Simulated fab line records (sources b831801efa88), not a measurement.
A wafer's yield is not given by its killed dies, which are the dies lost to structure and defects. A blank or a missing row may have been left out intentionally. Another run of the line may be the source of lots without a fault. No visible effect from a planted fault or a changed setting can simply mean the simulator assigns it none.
fab line records :: flow sky130 :: part 2 of 2: steps 27 to 37 of 37
[record]
  lots = 5
  wafers = 15
  last-day = 50
route steps=708 shown SONOS_TUNNEL@166 SONOS_ONO@168 GATE_OXIDE@187
lots untouched by any fault: they come from a run of this same line in which no faults occurred
start-h: hours from the record's opening day to when the first of the lot's shown wafers began :: wait-h: hours elapsed since this lot's preceding step :: " the same as in the row above :: L1.1+2: one row covering several wafers at once :: - value missing, or start not given :: * or withheld: withheld :: < > ~ a bound
route shown NAME@n: names a module that has steps shown in the file, with the first one's number in the route :: usual: mean and standard deviation over wafers with no fault :: same: alike in all rows :: chamber/n: place in a boat :: sites: per-site readings :: _std_site: their standard deviation :: _edge_site: outer sites' mean less inner sites' :: radius-mm: for every site, how far away it sits from the centre of the wafer :: mask NAME#n: copy n :: behind: tool/chamber where the wafer was last shaped :: hold: reason for holding the lot/hours on hold/outcome of the hold :: device: whichever transistor did not switch (one of n, p or np) :: end of line: tests of these same wafers at the route's end :: step lacking rows: just its recipe :: killed: the dies lost at the first sort to structure and to defects; this is not the yield of the wafer :: map: a wafer's dies, marking killed ones x, the rest . and places with no die _
set.NAME: the setting as run; set.NAME@STEP: as run at that earlier step :: model.NAME: the simulator's own value behind a step, which no gauge read
certain route steps with their lots: each step a table, each wafer a row
services: from which hour (start-h, from the record's first day; less than 0 if before it) a tool's chamber was out of use, for how many hours, and why
[[steps]]
[step SKY_GATE_OXIDE_COAT_05]
[recipe]
  resist = NOVOLAK
  spin-rpm = 3000
  resist-thk-nm = 1140
[usual]
  exhaust-pa = 45.1/0.84
lot.wafer: L080.1
tool: litho-track-02
chamber: 0
start-h: 344.45
wait-h: 0.1
exhaust-pa: 46.5

lot.wafer: L080.2
tool: litho-track-02
chamber: 0
start-h: 344.45
wait-h: 0.1
exhaust-pa: 45.2

lot.wafer: L080.6
tool: litho-track-02
chamber: 0
start-h: 344.45
wait-h: 0.1
exhaust-pa: 45.7

lot.wafer: L085.2
tool: litho-track-03
chamber: 0
start-h: 384.93
wait-h: 0.1
exhaust-pa: 45.1

lot.wafer: L085.5
tool: litho-track-03
chamber: 0
start-h: 384.93
wait-h: 0.1
exhaust-pa: 46.0

lot.wafer: L085.6
tool: litho-track-03
chamber: 0
start-h: 384.93
wait-h: 0.1
exhaust-pa: 45.4

lot.wafer: L087.1
tool: litho-track-04
chamber: 0
start-h: 417.94
wait-h: 0.1
exhaust-pa: 44.1

lot.wafer: L087.2
tool: litho-track-04
chamber: 0
start-h: 417.94
wait-h: 0.1
exhaust-pa: 43.6

lot.wafer: L087.6
tool: litho-track-04
chamber: 0
start-h: 417.94
wait-h: 0.1
exhaust-pa: 45.0

lot.wafer: L096.1
tool: litho-track-03
chamber: 0
start-h: 498.75
wait-h: 0.1
exhaust-pa: 46.2

lot.wafer: L096.3
tool: litho-track-03
chamber: 0
start-h: 498.75
wait-h: 0.1
exhaust-pa: 44.3

lot.wafer: L096.5
tool: litho-track-03
chamber: 0
start-h: 498.75
wait-h: 0.1
exhaust-pa: 44.7

lot.wafer: L097.1
tool: litho-track-02
chamber: 0
start-h: 500.80
wait-h: 0.1
exhaust-pa: 44.8

lot.wafer: L097.3
tool: litho-track-02
chamber: 0
start-h: 500.80
wait-h: 0.1
exhaust-pa: 44.7

lot.wafer: L097.6
tool: litho-track-02
chamber: 0
start-h: 500.80
wait-h: 0.1
exhaust-pa: 45.2
[step SKY_GATE_OXIDE_SOFTBAKE_06]
[recipe]
  temp-c = 90
  time-s = 60
  resist = NOVOLAK
[usual]
  exhaust-pa = 45.0/0.89
lot.wafer: L080.1
tool: litho-track-02
chamber: 0
start-h: 344.60
wait-h: 0.1
exhaust-pa: 44.6

lot.wafer: L080.2
tool: litho-track-02
chamber: 0
start-h: 344.60
wait-h: 0.1
exhaust-pa: 45.8

lot.wafer: L080.6
tool: litho-track-02
chamber: 0
start-h: 344.60
wait-h: 0.1
exhaust-pa: 47.7

lot.wafer: L085.2
tool: litho-track-03
chamber: 0
start-h: 385.08
wait-h: 0.1
exhaust-pa: 45.1

lot.wafer: L085.5
tool: litho-track-03
chamber: 0
start-h: 385.08
wait-h: 0.1
exhaust-pa: 44.1

lot.wafer: L085.6
tool: litho-track-03
chamber: 0
start-h: 385.08
wait-h: 0.1
exhaust-pa: 43.7

lot.wafer: L087.1
tool: litho-track-04
chamber: 0
start-h: 418.09
wait-h: 0.1
exhaust-pa: 44.5

lot.wafer: L087.2
tool: litho-track-04
chamber: 0
start-h: 418.09
wait-h: 0.1
exhaust-pa: 43.9

lot.wafer: L087.6
tool: litho-track-04
chamber: 0
start-h: 418.09
wait-h: 0.1
exhaust-pa: 45.6

lot.wafer: L096.1
tool: litho-track-03
chamber: 0
start-h: 498.90
wait-h: 0.1
exhaust-pa: 45.9

lot.wafer: L096.3
tool: litho-track-03
chamber: 0
start-h: 498.90
wait-h: 0.1
exhaust-pa: 45.3

lot.wafer: L096.5
tool: litho-track-03
chamber: 0
start-h: 498.90
wait-h: 0.1
exhaust-pa: 46.1

lot.wafer: L097.1
tool: litho-track-02
chamber: 0
start-h: 500.95
wait-h: 0.1
exhaust-pa: 44.6

lot.wafer: L097.3
tool: litho-track-02
chamber: 0
start-h: 500.95
wait-h: 0.1
exhaust-pa: 43.3

lot.wafer: L097.6
tool: litho-track-02
chamber: 0
start-h: 500.95
wait-h: 0.1
exhaust-pa: 44.4
[step SKY_GATE_OXIDE_EXPOSE_07]
[recipe]
  mask-id = LVOM
  na = 0.6
  source-shape = conventional
  sigma-outer = 0.6
  polarization = unpolarized
  target-cd-nm = 600
  dose-mj = 170
[usual]
  exposure-dose-mJ-cm2 = 170.01/0.21
[same]
  na = 0.6
lot.wafer: L080.1
tool: iline-stepper-02
chamber: 0
start-h: -
wait-h: -
mask: LVOM#0
exposure-dose-mJ-cm2: 170.36

lot.wafer: L080.2
tool: iline-stepper-02
chamber: 0
start-h: -
wait-h: -
mask: LVOM#0
exposure-dose-mJ-cm2: 170.26

lot.wafer: L080.6
tool: iline-stepper-02
chamber: 0
start-h: -
wait-h: -
mask: LVOM#0
exposure-dose-mJ-cm2: 170.17

lot.wafer: L085.2
tool: iline-stepper-02
chamber: 0
start-h: -
wait-h: -
mask: LVOM#0
exposure-dose-mJ-cm2: 170.08

lot.wafer: L085.5
tool: iline-stepper-02
chamber: 0
start-h: -
wait-h: -
mask: LVOM#0
exposure-dose-mJ-cm2: 170.05

lot.wafer: L085.6
tool: iline-stepper-02
chamber: 0
start-h: -
wait-h: -
mask: LVOM#0
exposure-dose-mJ-cm2: 169.72

lot.wafer: L087.1
tool: iline-stepper-01
chamber: 0
start-h: -
wait-h: -
mask: LVOM#0
exposure-dose-mJ-cm2: 169.91

lot.wafer: L087.2
tool: iline-stepper-01
chamber: 0
start-h: -
wait-h: -
mask: LVOM#0
exposure-dose-mJ-cm2: 170.25

lot.wafer: L087.6
tool: iline-stepper-01
chamber: 0
start-h: -
wait-h: -
mask: LVOM#0
exposure-dose-mJ-cm2: 170.19

lot.wafer: L096.1
tool: iline-stepper-02
chamber: 0
start-h: -
wait-h: -
mask: LVOM#0
exposure-dose-mJ-cm2: 169.72

lot.wafer: L096.3
tool: iline-stepper-02
chamber: 0
start-h: -
wait-h: -
mask: LVOM#0
exposure-dose-mJ-cm2: 169.61

lot.wafer: L096.5
tool: iline-stepper-02
chamber: 0
start-h: -
wait-h: -
mask: LVOM#0
exposure-dose-mJ-cm2: 169.62

lot.wafer: L097.1
tool: iline-stepper-02
chamber: 0
start-h: -
wait-h: -
mask: LVOM#0
exposure-dose-mJ-cm2: 170.24

lot.wafer: L097.3
tool: iline-stepper-02
chamber: 0
start-h: -
wait-h: -
mask: LVOM#0
exposure-dose-mJ-cm2: 170.26

lot.wafer: L097.6
tool: iline-stepper-02
chamber: 0
start-h: -
wait-h: -
mask: LVOM#0
exposure-dose-mJ-cm2: 170.09
[step SKY_GATE_OXIDE_PEB_08]
[recipe]
  temp-c = withheld
  time-s = *
  resist = NOVOLAK
[usual]
  exhaust-pa = 45.2/0.78
lot.wafer: L080.1
tool: litho-track-03
chamber: 0
start-h: -
wait-h: -
exhaust-pa: 44.8

lot.wafer: L080.2
tool: litho-track-03
chamber: 0
start-h: -
wait-h: -
exhaust-pa: 46.1

lot.wafer: L080.6
tool: litho-track-03
chamber: 0
start-h: -
wait-h: -
exhaust-pa: 43.7

lot.wafer: L085.2
tool: litho-track-04
chamber: 0
start-h: -
wait-h: -
exhaust-pa: 45.4

lot.wafer: L085.5
tool: litho-track-04
chamber: 0
start-h: -
wait-h: -
exhaust-pa: 44.9

lot.wafer: L085.6
tool: litho-track-04
chamber: 0
start-h: -
wait-h: -
exhaust-pa: 45.1

lot.wafer: L087.1
tool: litho-track-03
chamber: 0
start-h: -
wait-h: -
exhaust-pa: 44.5

lot.wafer: L087.2
tool: litho-track-03
chamber: 0
start-h: -
wait-h: -
exhaust-pa: 46.1

lot.wafer: L087.6
tool: litho-track-03
chamber: 0
start-h: -
wait-h: -
exhaust-pa: 44.8

lot.wafer: L096.1
tool: litho-track-03
chamber: 0
start-h: -
wait-h: -
exhaust-pa: 44.3

lot.wafer: L096.3
tool: litho-track-03
chamber: 0
start-h: -
wait-h: -
exhaust-pa: 45.4

lot.wafer: L096.5
tool: litho-track-03
chamber: 0
start-h: -
wait-h: -
exhaust-pa: 45.9

lot.wafer: L097.1
tool: litho-track-02
chamber: 0
start-h: -
wait-h: -
exhaust-pa: 46.3

lot.wafer: L097.3
tool: litho-track-02
chamber: 0
start-h: -
wait-h: -
exhaust-pa: 44.5

lot.wafer: L097.6
tool: litho-track-02
chamber: 0
start-h: -
wait-h: -
exhaust-pa: 45.0
[step SKY_GATE_OXIDE_DEVELOP_09]
[recipe]
  resist = NOVOLAK
  developer = TMAH
  develop-time-s = 60
  dev-temp-c = 23
[usual]
  exhaust-pa = 45.0/0.93
lot.wafer: L080.1
tool: litho-track-03
chamber: 0
start-h: 358.35
wait-h: 0.1
exhaust-pa: 44.1

lot.wafer: L080.2
tool: litho-track-03
chamber: 0
start-h: 358.35
wait-h: 0.1
exhaust-pa: 45.3

lot.wafer: L080.6
tool: litho-track-03
chamber: 0
start-h: 358.35
wait-h: 0.1
exhaust-pa: 44.4

lot.wafer: L085.2
tool: litho-track-04
chamber: 0
start-h: 400.67
wait-h: 0.1
exhaust-pa: 45.9

lot.wafer: L085.5
tool: litho-track-04
chamber: 0
start-h: 400.67
wait-h: 0.1
exhaust-pa: 45.4

lot.wafer: L085.6
tool: litho-track-04
chamber: 0
start-h: 400.67
wait-h: 0.1
exhaust-pa: 45.2

lot.wafer: L087.1
tool: litho-track-03
chamber: 0
start-h: 433.70
wait-h: 0.1
exhaust-pa: 44.8

lot.wafer: L087.2
tool: litho-track-03
chamber: 0
start-h: 433.70
wait-h: 0.1
exhaust-pa: 44.4

lot.wafer: L087.6
tool: litho-track-03
chamber: 0
start-h: 433.70
wait-h: 0.1
exhaust-pa: 45.3

lot.wafer: L096.1
tool: litho-track-03
chamber: 0
start-h: 514.10
wait-h: 0.1
exhaust-pa: 43.1

lot.wafer: L096.3
tool: litho-track-03
chamber: 0
start-h: 514.10
wait-h: 0.1
exhaust-pa: 43.8

lot.wafer: L096.5
tool: litho-track-03
chamber: 0
start-h: 514.10
wait-h: 0.1
exhaust-pa: 44.1

lot.wafer: L097.1
tool: litho-track-02
chamber: 0
start-h: 515.55
wait-h: 0.1
exhaust-pa: 43.8

lot.wafer: L097.3
tool: litho-track-02
chamber: 0
start-h: 515.55
wait-h: 0.1
exhaust-pa: 44.8

lot.wafer: L097.6
tool: litho-track-02
chamber: 0
start-h: 515.55
wait-h: 0.1
exhaust-pa: 44.7
[step SKY_GATE_OXIDE_OVL_MEAS_10]
[usual]
  GATE_OXIDE_OVL = 0.1/1.3
lot.wafer: L080.1
tool: overlay-02
chamber: -
start-h: 358.50
wait-h: 0.1
GATE_OXIDE_OVL[nm]: 0.4

lot.wafer: L080.2
tool: overlay-02
chamber: -
start-h: 358.50
wait-h: 0.1
GATE_OXIDE_OVL[nm]: 0.6

lot.wafer: L080.6
tool: overlay-02
chamber: -
start-h: 358.50
wait-h: 0.1
GATE_OXIDE_OVL[nm]: 0.7

lot.wafer: L085.2
tool: overlay-01
chamber: -
start-h: 400.80
wait-h: 0.1
GATE_OXIDE_OVL[nm]: 1.0

lot.wafer: L085.5
tool: overlay-01
chamber: -
start-h: 400.80
wait-h: 0.1
GATE_OXIDE_OVL[nm]: -1.1

lot.wafer: L085.6
tool: overlay-01
chamber: -
start-h: 400.80
wait-h: 0.1
GATE_OXIDE_OVL[nm]: -0.6

lot.wafer: L087.1
tool: overlay-01
chamber: -
start-h: 433.85
wait-h: 0.1
GATE_OXIDE_OVL[nm]: 0.5

lot.wafer: L087.2
tool: overlay-01
chamber: -
start-h: 433.85
wait-h: 0.1
GATE_OXIDE_OVL[nm]: -1.1

lot.wafer: L087.6
tool: overlay-01
chamber: -
start-h: 433.85
wait-h: 0.1
GATE_OXIDE_OVL[nm]: 0.9

lot.wafer: L096.1
tool: overlay-01
chamber: -
start-h: 514.25
wait-h: 0.1
GATE_OXIDE_OVL[nm]: 1.1

lot.wafer: L096.3
tool: overlay-01
chamber: -
start-h: 514.25
wait-h: 0.1
GATE_OXIDE_OVL[nm]: 1.9

lot.wafer: L096.5
tool: overlay-01
chamber: -
start-h: 514.25
wait-h: 0.1
GATE_OXIDE_OVL[nm]: 1.6

lot.wafer: L097.1
tool: overlay-02
chamber: -
start-h: 515.70
wait-h: 0.1
GATE_OXIDE_OVL[nm]: 0.9

lot.wafer: L097.3
tool: overlay-02
chamber: -
start-h: 515.70
wait-h: 0.1
GATE_OXIDE_OVL[nm]: -2.1

lot.wafer: L097.6
tool: overlay-02
chamber: -
start-h: 515.70
wait-h: 0.1
GATE_OXIDE_OVL[nm]: -0.8
[step SKY_GATE_OXIDE_IMPLANT_11]
[recipe]
  species = B
  energy-kev = 10
  dose-cm2 = 2.6e+12
  tilt-deg = withheld
lot.wafer: L080.1+2+6
tool: implanter-04
chamber: 0
start-h: 358.54
wait-h: 0.0

lot.wafer: L085.2+5+6
tool: implanter-03
chamber: 0
start-h: 400.85
wait-h: 0.0

lot.wafer: L087.1+2+6
tool: implanter-04
chamber: 0
start-h: 433.89
wait-h: 0.0

lot.wafer: L096.1+3+5
tool: implanter-02
chamber: 0
start-h: 514.29
wait-h: 0.0

lot.wafer: L097.1+3+6
tool: implanter-02
chamber: 0
start-h: 515.74
wait-h: 0.0
[step SKY_GATE_OXIDE_WET_ETCH_12]
[recipe]
  chemistry = dHF
  target-depth-nm = 16.8
  dry = n2-spin
  target = SiO2
  dilution = 100:1
  temp-c = 25
  time-s = 336
lot.wafer: L080.1+2+6
tool: wet-bench-01
chamber: 1
start-h: 358.69
wait-h: 0.1

lot.wafer: L085.2+5+6
tool: wet-bench-04
chamber: 3
start-h: 400.98
wait-h: 0.1

lot.wafer: L087.1+2+6
tool: wet-bench-01
chamber: 2
start-h: 434.04
wait-h: 0.1

lot.wafer: L096.1+3+5
tool: wet-bench-04
chamber: 1
start-h: 514.44
wait-h: 0.1

lot.wafer: L097.1+3+6
tool: wet-bench-01
chamber: 1
start-h: 515.89
wait-h: 0.1
[step SKY_GATE_OXIDE_STRIP_13]
[recipe]
  chemistry = O2/N2
  power-w = 1400
  pressure-mtorr = 1500
  platen-temp-c = withheld
  o2-flow-sccm = 3000
  n2-flow-sccm = 300
  overash-fraction = 0.5
[usual]
  drypump-motor-current-A = 5.7/0.33
  n2-flow-sccm = 300.1/0.93
  oes-product-au = 0.715/0.0044
  strip-time-to-endpoint-s = 14.17/0.046
lot.wafer: L080.1
tool: plasma-asher-01
chamber: 0
start-h: 358.80
wait-h: 0.0
drypump-motor-current-A: 5.8
n2-flow-sccm: 301.4
oes-product-au: 0.715
rf-hours-counter-h: 24
strip-time-to-endpoint-s: 14.29

lot.wafer: L080.2
tool: plasma-asher-01
chamber: 1
start-h: 358.80
wait-h: 0.0
drypump-motor-current-A: 6.4
n2-flow-sccm: 300.2
oes-product-au: 0.722
rf-hours-counter-h: 24
strip-time-to-endpoint-s: 14.27

lot.wafer: L080.6
tool: plasma-asher-01
chamber: 0
start-h: 358.80
wait-h: 0.0
drypump-motor-current-A: 5.8
n2-flow-sccm: 300.8
oes-product-au: 0.713
rf-hours-counter-h: -
strip-time-to-endpoint-s: 14.20

lot.wafer: L085.2
tool: plasma-asher-02
chamber: 0
start-h: 401.09
wait-h: 0.0
drypump-motor-current-A: 5.5
n2-flow-sccm: 301.0
oes-product-au: 0.716
rf-hours-counter-h: 68
strip-time-to-endpoint-s: 14.16

lot.wafer: L085.5
tool: plasma-asher-02
chamber: 0
start-h: 401.09
wait-h: 0.0
drypump-motor-current-A: 5.5
n2-flow-sccm: 301.4
oes-product-au: 0.711
rf-hours-counter-h: -
strip-time-to-endpoint-s: 14.16

lot.wafer: L085.6
tool: plasma-asher-02
chamber: 1
start-h: 401.09
wait-h: 0.0
drypump-motor-current-A: 5.4
n2-flow-sccm: 299.5
oes-product-au: 0.720
rf-hours-counter-h: -
strip-time-to-endpoint-s: 14.18

lot.wafer: L087.1
tool: plasma-asher-04
chamber: 1
start-h: 434.14
wait-h: 0.0
drypump-motor-current-A: 5.9
n2-flow-sccm: 302.2
oes-product-au: 0.714
rf-hours-counter-h: 62
strip-time-to-endpoint-s: 14.18

lot.wafer: L087.2
tool: plasma-asher-04
chamber: 0
start-h: 434.14
wait-h: 0.0
drypump-motor-current-A: 5.6
n2-flow-sccm: 301.3
oes-product-au: 0.715
rf-hours-counter-h: 62
strip-time-to-endpoint-s: 14.19

lot.wafer: L087.6
tool: plasma-asher-04
chamber: 0
start-h: 434.14
wait-h: 0.0
drypump-motor-current-A: 5.6
n2-flow-sccm: 300.5
oes-product-au: 0.722
rf-hours-counter-h: -
strip-time-to-endpoint-s: 14.22

lot.wafer: L096.1
tool: plasma-asher-02
chamber: 0
start-h: 514.64
wait-h: 0.0
drypump-motor-current-A: 5.4
n2-flow-sccm: 298.7
oes-product-au: 0.709
rf-hours-counter-h: 8
strip-time-to-endpoint-s: 14.16

lot.wafer: L096.3
tool: plasma-asher-02
chamber: 1
start-h: 514.64
wait-h: 0.0
drypump-motor-current-A: 5.4
n2-flow-sccm: 299.6
oes-product-au: 0.720
rf-hours-counter-h: -
strip-time-to-endpoint-s: 14.14

lot.wafer: L096.5
tool: plasma-asher-02
chamber: 0
start-h: 514.64
wait-h: 0.0
drypump-motor-current-A: 5.5
n2-flow-sccm: 298.1
oes-product-au: 0.714
rf-hours-counter-h: -
strip-time-to-endpoint-s: 14.14

lot.wafer: L097.1
tool: plasma-asher-04
chamber: 0
start-h: 515.99
wait-h: 0.0
drypump-motor-current-A: 5.6
n2-flow-sccm: 300.0
oes-product-au: 0.718
rf-hours-counter-h: 70
strip-time-to-endpoint-s: 14.17

lot.wafer: L097.3
tool: plasma-asher-04
chamber: 1
start-h: 515.99
wait-h: 0.0
drypump-motor-current-A: 5.9
n2-flow-sccm: 300.8
oes-product-au: 0.717
rf-hours-counter-h: -
strip-time-to-endpoint-s: 14.19

lot.wafer: L097.6
tool: plasma-asher-04
chamber: 1
start-h: 515.99
wait-h: 0.0
drypump-motor-current-A: 5.9
n2-flow-sccm: 299.4
oes-product-au: 0.715
rf-hours-counter-h: -
strip-time-to-endpoint-s: 14.20
[step SKY_GATE_OXIDE_TW_MEAS_14]
[usual]
  GATE_OXIDE_TW = 224.5/2.4
lot.wafer: L080.1
tool: film-metro-02
chamber: -
start-h: 358.90
wait-h: 0.1
GATE_OXIDE_TW: 221.4

lot.wafer: L080.2
tool: film-metro-02
chamber: -
start-h: 358.90
wait-h: 0.1
GATE_OXIDE_TW: 220.1

lot.wafer: L080.6
tool: film-metro-02
chamber: -
start-h: 358.90
wait-h: 0.1
GATE_OXIDE_TW: 221.8

lot.wafer: L085.2
tool: film-metro-02
chamber: -
start-h: 401.20
wait-h: 0.1
GATE_OXIDE_TW: 221.4

lot.wafer: L085.5
tool: film-metro-02
chamber: -
start-h: 401.20
wait-h: 0.1
GATE_OXIDE_TW: 221.3

lot.wafer: L085.6
tool: film-metro-02
chamber: -
start-h: 401.20
wait-h: 0.1
GATE_OXIDE_TW: 220.6

lot.wafer: L087.1
tool: film-metro-01
chamber: -
start-h: 434.24
wait-h: 0.1
GATE_OXIDE_TW: 226.7

lot.wafer: L087.2
tool: film-metro-01
chamber: -
start-h: 434.24
wait-h: 0.1
GATE_OXIDE_TW: 227.3

lot.wafer: L087.6
tool: film-metro-01
chamber: -
start-h: 434.24
wait-h: 0.1
GATE_OXIDE_TW: 227.3

lot.wafer: L096.1
tool: film-metro-03
chamber: -
start-h: 514.74
wait-h: 0.1
GATE_OXIDE_TW: 224.7

lot.wafer: L096.3
tool: film-metro-03
chamber: -
start-h: 514.74
wait-h: 0.1
GATE_OXIDE_TW: 224.1

lot.wafer: L096.5
tool: film-metro-03
chamber: -
start-h: 514.74
wait-h: 0.1
GATE_OXIDE_TW: 224.4

lot.wafer: L097.1
tool: film-metro-01
chamber: -
start-h: 516.09
wait-h: 0.1
GATE_OXIDE_TW: 226.6

lot.wafer: L097.3
tool: film-metro-01
chamber: -
start-h: 516.09
wait-h: 0.1
GATE_OXIDE_TW: 224.1

lot.wafer: L097.6
tool: film-metro-01
chamber: -
start-h: 516.09
wait-h: 0.1
GATE_OXIDE_TW: 225.6
[step SKY_GATE_OXIDE_CLEAN_15]
[recipe]
  chemistry = SC1/SC2
  mix = 1:4:20
  temp-c = 70
  time-s = 150
  dry = n2-spin
lot.wafer: L080.1+2+6
tool: wet-bench-04
chamber: 2
start-h: 358.96
wait-h: 0.1

lot.wafer: L085.2+5+6
tool: wet-bench-03
chamber: 2
start-h: 401.25
wait-h: 0.0

lot.wafer: L087.1+2+6
tool: wet-bench-04
chamber: 3
start-h: 434.30
wait-h: 0.1

lot.wafer: L096.1+3+5
tool: wet-bench-01
chamber: 0
start-h: 514.80
wait-h: 0.1

lot.wafer: L097.1+3+6
tool: wet-bench-04
chamber: 2
start-h: 516.15
wait-h: 0.1
[[services]]
tool: iline-stepper-01
chamber: -
start-h: 275.99
hours: 8.0
kind: repair

tool: iline-stepper-01
chamber: -
start-h: 293.21
hours: 10.1
kind: repair

tool: furnace-02
chamber: -
start-h: 303.07
hours: 3.6
kind: pm

tool: wet-bench-04
chamber: -
start-h: 313.86
hours: 2.4
kind: repair

tool: iline-stepper-01
chamber: -
start-h: 325.06
hours: 8.9
kind: pm

tool: iline-stepper-02
chamber: -
start-h: 333.95
hours: 8.9
kind: pm

tool: rie-diel-04
chamber: 3
start-h: 337.64
hours: 12.1
kind: repair

tool: plasma-asher-02
chamber: -
start-h: 343.67
hours: 8.5
kind: repair

tool: iline-stepper-01
chamber: -
start-h: 352.11
hours: 1.7
kind: pm

tool: lpcvd-02
chamber: -
start-h: 353.48
hours: 14.6
kind: pm

tool: rie-diel-04
chamber: -
start-h: 364.61
hours: 0.7
kind: repair

tool: rie-diel-04
chamber: 1
start-h: 372.71
hours: 3.6
kind: repair

tool: rie-diel-04
chamber: -
start-h: 379.05
hours: 0.1
kind: repair

tool: wet-bench-03
chamber: -
start-h: 383.72
hours: 3.1
kind: repair

tool: plasma-asher-04
chamber: -
start-h: 384.51
hours: 4.2
kind: repair

tool: iline-stepper-01
chamber: -
start-h: 395.16
hours: 2.1
kind: pm

tool: wet-bench-01
chamber: -
start-h: 399.34
hours: 1.9
kind: pm

tool: implanter-02
chamber: -
start-h: 403.74
hours: 3.1
kind: pm

tool: iline-stepper-02
chamber: -
start-h: 417.52
hours: 9.7
kind: repair

tool: plasma-asher-02
chamber: -
start-h: 421.25
hours: 9.0
kind: pm

tool: iline-stepper-02
chamber: -
start-h: 438.03
hours: 1.7
kind: pm

tool: iline-stepper-02
chamber: -
start-h: 441.71
hours: 2.1
kind: pm

tool: iline-stepper-02
chamber: -
start-h: 460.26
hours: 4.9
kind: repair

tool: furnace-01
chamber: -
start-h: 483.28
hours: 2.2
kind: pm
